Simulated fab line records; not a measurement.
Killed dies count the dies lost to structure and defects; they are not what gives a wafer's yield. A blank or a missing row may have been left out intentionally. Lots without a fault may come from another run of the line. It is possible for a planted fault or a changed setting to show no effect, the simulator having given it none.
The same fault as seen by 2 desks || flow sky130 || every desk sees just its own numbers, and what lay behind them comes last

## METROLOGY DESK
What the gauges read for every lot (on any tool): the sampled wafers with a number, averaged. Any lot whose mean is over 4 standard deviations away from the usual mean is out of limits and marked OUT; that distance is given in the brackets.
Columns: A = SPACER_CVD_00_THK at SKY_SPACER_THK_MEAS_01, usual 43.1 nm; B = cd_nm at SKY_SD_N_CD_MEAS_07, usual 380.7 nm
{"lot": "L734", "first seen here": "day 22 16:32", "A": 43.0, "B": 378.2}
{"lot": "L738", "first seen here": "day 24 10:37", "A": "47.5 (+11) OUT", "B": 380.7}
{"lot": "L748", "first seen here": "day 28 01:49", "A": 43.0, "B": 379.8}
{"lot": "L749", "first seen here": "day 28 11:01", "A": 43.5, "B": 381.0}
{"lot": "L750", "first seen here": "day 28 20:44", "A": 43.3, "B": 379.7}
{"lot": "L752", "first seen here": "day 28 23:50", "A": 43.6, "B": 382.6}
{"lot": "L751", "first seen here": "day 29 05:31", "A": 42.3, "B": 378.3}
{"lot": "L753", "first seen here": "day 29 16:38", "A": 43.0, "B": 382.1}
{"lot": "L754", "first seen here": "day 29 20:10", "A": 42.8, "B": 380.4}
{"lot": "L755", "first seen here": "day 30 03:08", "A": 43.0, "B": 381.1}
Finding of this desk: L738 out of limits, first seen on L738 at day 24 10:37 (SPACER_CVD_00_THK at SKY_SPACER_THK_MEAS_01). Within limits: L734, L748, L749, L750, L752, L751, L753, L754, L755.

## THE TOOL OWNER'S DESK: lpcvd-02
The tool's own readings at SKY_SPACER_CVD_00 (deposits Si3N4 from DCS/NH3, target thk 43.1 nm, time 740 s): means of the sampled wafers that have a number, for each lot that ran on this tool. Any lot whose mean is over 4 standard deviations away from the usual mean is out of limits and marked OUT; that distance is given in the brackets.
Columns: A = spike_tc_centre_C at SKY_SPACER_CVD_00, usual 770.2 C; B = spike_tc_lower_C at SKY_SPACER_CVD_00, usual 769.8 C; C = spike_tc_top_C at SKY_SPACER_CVD_00, usual 781.3 C; D = spike_tc_upper_C at SKY_SPACER_CVD_00, usual 769.3 C; E = susceptor_temp_C at SKY_SPACER_CVD_00, usual 770.0 C
{"lot": "L734", "first seen here": "day 22 15:18", "A": 770.1, "B": 769.9, "C": 780.5, "D": 769.2, "E": 770.0}
{"lot": "L738", "first seen here": "day 24 09:25", "A": "774.4 (+4.2) OUT", "B": "775.4 (+5.6) OUT", "C": 784.9, "D": "774.1 (+4.3) OUT", "E": "775.1 (+15) OUT"}
{"lot": "L748", "first seen here": "day 28 00:01", "A": 771.1, "B": 769.5, "C": 779.6, "D": 769.8, "E": 770.4}
{"lot": "L749", "first seen here": "day 28 09:12", "A": 771.2, "B": 769.7, "C": 781.1, "D": 767.9, "E": 769.7}
{"lot": "L750", "first seen here": "day 28 19:32", "A": 769.7, "B": 770.3, "C": 780.7, "D": 769.5, "E": 770.1}
{"lot": "L752", "first seen here": "day 28 22:37", "A": 770.5, "B": 769.1, "C": 779.8, "D": 768.6, "E": 770.2}
{"lot": "L751", "first seen here": "day 29 04:19", "A": 770.2, "B": 770.1, "C": 780.8, "D": 769.1, "E": 769.9}
{"lot": "L753", "first seen here": "day 29 14:50", "A": 770.6, "B": 770.0, "C": 784.1, "D": 769.5, "E": 770.3}
{"lot": "L754", "first seen here": "day 29 18:58", "A": 770.0, "B": 769.8, "C": 780.2, "D": 770.1, "E": 770.0}
{"lot": "L755", "first seen here": "day 30 01:55", "A": 771.0, "B": 769.6, "C": 782.9, "D": 769.7, "E": 770.6}
This desk finds L738 out of limits, L738 being first, at day 24 09:25 (spike_tc_centre_C at SKY_SPACER_CVD_00). Within limits: L734, L748, L749, L750, L752, L751, L753, L754, L755.

## BROUGHT TOGETHER
The tool owner's desk had the chance to raise an alarm at day 24 09:25 on L738.
L738 would have let the metrology desk raise an alarm at day 24 10:37.
SKY_SPACER_CVD_00 was run on lpcvd-02 by each of the lots named.

## WHAT THE SIMULATOR HAD PUT IN
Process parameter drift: lpcvd-02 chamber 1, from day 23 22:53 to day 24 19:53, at SKY_SPACER_CVD_00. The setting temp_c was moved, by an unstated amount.
Shown lots that were struck: L738.
Delay (hours) between the fault's onset and each desk's first out-of-limits reading: 11 at the tool owner's desk, 12 at the metrology desk.
